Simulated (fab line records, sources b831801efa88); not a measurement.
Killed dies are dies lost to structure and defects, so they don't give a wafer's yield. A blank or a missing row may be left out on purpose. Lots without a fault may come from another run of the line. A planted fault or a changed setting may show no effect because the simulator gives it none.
Problem report in the 8D (eight disciplines) form, filled by code | flow gf180mcu | the parts of the form that need people (team, actions taken, sign-off) are left out

1. THE PROBLEM
LVPWELL_TW at GF_LVPWELL_TW_MEAS_11 reads a mean of 593 on 9 wafers of 3 lots; wafers without a fault read 558 with a standard deviation of 4. That is +8.9 standard deviations from the usual mean.
First seen on wafer L209.1, day 6 07:34, on film_metro-02. The record holds 39 wafers of 13 lots with a number at this step. Rule for "out", or "out of limits": more than 4 standard deviations from the usual mean. The other wafers with a number count as sound.

2. WHAT IT IS AND WHAT IT IS NOT
question                    | is                           | is not
which readings at this step | LVPWELL_TW                   | -
which lots                  | L209, L210, L213             | L201, L203, L205, L206, L207, L208, L211, L219, L222, L223
which wafers of those lots  | all that have a number       | -
read on which gauges        | film_metro-02, film_metro-03 | film_metro-04
when                        | from day 6 07:34             | up to then (18 sound wafers); but 12 sound wafers of L211, L219, L222, L223 came after

3. SUSPECTS, AND WHAT RULES EACH OUT
Counting: a tool at a process step up to the reading stays a suspect if it ran every lot that is out and no sound lot after the first of them.
- the gauge at GF_LVPWELL_TW_MEAS_11: ruled out. The wafers that are out were read on 2 gauges (film_metro-02, film_metro-03).
- implanter-03 at GF_LVPWELL_IMPLANT_08: kept. It ran every lot that is out, first L209 (day 6 07:10), and no sound lot after that; its last sound lot up to then is L208 (day 6 01:01). Its own readings are out on those wafers: beam_on_s, faraday_current_uA.
Left after counting: implanter-03 at GF_LVPWELL_IMPLANT_08.

4. THE CAUSE (what the simulator had put in)
Process parameter drift: implanter-03, from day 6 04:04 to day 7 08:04, at GF_LVPWELL_IMPLANT_08. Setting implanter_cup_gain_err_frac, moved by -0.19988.
Counting left only this tool.

5. THE CHAIN OF EFFECTS, in route order
Each row: a reading whose mean over the struck wafers that have a number lies more than 3 standard deviations from the usual. Only readings for which the record gives a usual standard deviation are gone through. hours: the time from each lot's start at the first step in this table that gives one to its start at this step, as a median over the lots. sigmas: the change in usual standard deviations.
hours | step                     | reading            | usual         | on struck wafers | change | sigmas
0     | GF_LVPWELL_IMPLANT_08    | beam_on_s          | 9.99 s        | 12.49            | +2.50  | +12
0     | GF_LVPWELL_IMPLANT_08    | faraday_current_uA | 84.7          | 67.8             | -16.9  | -9.4
0     | GF_LVPWELL_TW_MEAS_11    | LVPWELL_TW         | 558           | 593              | +35    | +8.9
117   | GF_VT_IMPLANT_RS_MEAS_48 | LVPWELL_RS         | 1196.9 ohm/sq | 1069.7           | -127.2 | -44
The process steps in it:
- GF_LVPWELL_IMPLANT_08
Later measuring or inspecting steps at which every struck wafer that the step has a row for has a number for every such reading, and none has moved that far: GF_SAB_CD_MEAS_09, GF_SAB_OVL_MEAS_10.

6. WHAT WOULD HAVE CAUGHT IT SOONER
In this record the first reading out of limits at a measuring or inspecting step was taken at day 6 07:34, 3 hours after the fault began at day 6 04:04.
The tool's own readings at GF_LVPWELL_IMPLANT_08 were out on every struck wafer that the step has a row for (beam_on_s, faraday_current_uA): an alarm limit on them would have fired on the first of those.
Of the lots that are out (3), L210, L213 began GF_LVPWELL_IMPLANT_08 on implanter-03 after day 6 07:34. A hold on the tool at that time would have spared those 2.
